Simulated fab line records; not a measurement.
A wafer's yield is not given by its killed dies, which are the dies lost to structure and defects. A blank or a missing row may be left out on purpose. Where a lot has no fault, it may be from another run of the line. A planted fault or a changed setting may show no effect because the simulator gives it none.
Which tool did it? / flow gf180mcu / route of 602 steps, sampled at 1 step: 13 lots, 39 wafers

== WHAT THE GAUGES SHOWED, per wafer ==
GF_V3_CD_MEAS_14: the cd target is 260 nm.
lot=L354; measured=day 22 17:59; on=cdSem-01; cdNm (nm)=261.0 260.9 261.4
lot=L357; measured=day 23 06:31; on=cdSem-02; cdNm (nm)=260.6 260.7 260.8
lot=L356; measured=day 23 10:10; on=cdSem-02; cdNm (nm)=259.6 259.4 259.4
lot=L358; measured=day 23 23:09; on=cdSem-02; cdNm (nm)=259.7 259.1 259.7
lot=L359; measured=day 24 03:56; on=cdSem-02; cdNm (nm)=260.1 260.5 260.2
lot=L361; measured=day 24 21:15; on=cdSem-02; cdNm (nm)=261.0 260.3 260.7
lot=L365; measured=day 26 10:17; on=cdSem-02; cdNm (nm)=259.9 260.2 260.6
lot=L369; measured=day 27 17:46; on=cdSem-02; cdNm (nm)=259.9 259.5 259.7
lot=L368; measured=day 27 19:04; on=cdSem-02; cdNm (nm)=258.1 259.8 258.7
lot=L371; measured=day 28 06:58; on=cdSem-02; cdNm (nm)=259.4 260.5 259.8
lot=L373; measured=day 29 01:34; on=cdSem-01; cdNm (nm)=260.8 260.0 260.3
lot=L374; measured=day 29 05:15; on=cdSem-02; cdNm (nm)=261.0 262.0 261.5
lot=L376; measured=day 29 15:26; on=cdSem-01; cdNm (nm)=258.4 258.4 259.7

== TOOL THAT RAN EACH LOT (tool first, then ch and the chambers of the sampled wafers, then the start) ==
There is no process step in the record ahead of these readings.

== AS READ BY THE TOOLS THEMSELVES (means over the sampled wafers that have a number; for cases with no such wafer, the mark the record gives instead) ==
The record holds no such reading with a usual standard deviation.

== THE ANSWER, worked out from the rows above alone ==
Rule: the usual values come from the lots themselves. The widest of any qualifying gaps counts: lots, ordered by their means at a reading, are off when they make up no more than a third of the lots, leave a main group of 4 or more, and stand apart from it by 3 or more times the standard deviation of that group's means. Not used: any main group whose means are identical at the precision the tables above print for the reading. Also off: a lot with no number at a reading for which 4 or more lots have one. Any other lot the step has rows for is counted as sound. The gauges are gone through in route order, then the tools' own readings, and for those a lot's mean is taken as printed above. At the first step where some lot is off, the reading lying furthest off is the one used; lots without a number count as furthest.
Nothing can be told from this: no lot is off at any reading shown.

== WHAT THE SIMULATOR HAD INSERTED ==
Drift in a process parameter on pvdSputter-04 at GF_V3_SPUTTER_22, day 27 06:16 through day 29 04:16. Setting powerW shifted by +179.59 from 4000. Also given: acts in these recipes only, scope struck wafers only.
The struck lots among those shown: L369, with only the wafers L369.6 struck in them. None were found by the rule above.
